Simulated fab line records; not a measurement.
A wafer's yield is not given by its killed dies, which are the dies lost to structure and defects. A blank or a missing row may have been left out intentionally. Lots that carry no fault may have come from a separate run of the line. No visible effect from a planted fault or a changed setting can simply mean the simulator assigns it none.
Chamber matching -- flow gf180mcu -- GF_V5_CMP_04 on cmp-02 has 4 sister chambers
The step polishes SiO2. 4 wafers are shown with their chamber, then 9 later ones without.

== WAFERS, EACH WITH ITS CHAMBER ==
wafer,chamber,motor-current-A (A)
L483.1,2,10.1
L483.2,1,13.1
L486.2,3,11.5
L486.6,0,11.0

== WAFERS WHOSE CHAMBER IS MISSING ==
wafer,motor-current-A (A)
L488.1,12.6
L488.5,9.9
L488.6,11.4
L493.1,12.5
L493.3,10.2
L493.5,11.0
L500.1,10.0
L500.3,11.4
L500.4,12.6

== EACH ONE'S CHAMBER ==
wafer,from the rows above,in truth
L488.1,can't be placed: 1 or 3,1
L488.5,2,2
L488.6,can't be placed: 3 or 0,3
L493.1,can't be placed: 1 or 3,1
L493.3,2,2
L493.5,can't be placed: 0 or 3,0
L500.1,2,2
L500.3,can't be placed: 3 or 0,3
L500.4,can't be placed: 1 or 3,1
Placed correctly: 3 of 9. Unplaceable from these rows: 6, with the true chamber sitting among the candidates in 6. Wrongly placed: 0.
How it was worked out, from the rows above alone: a wafer's distance from a chamber is the root of the sum, over the readings, of the square of ((its reading less the chamber's mean) divided by the reading's scatter). The wafer belongs to the nearest chamber; if the next one is less than 2 further off, it can't be placed. Each chamber's mean is taken over the wafers shown for it. The scatter: with one shown wafer a chamber, the root of the mean of the squares of how far each hidden wafer lies from its nearest shown one.
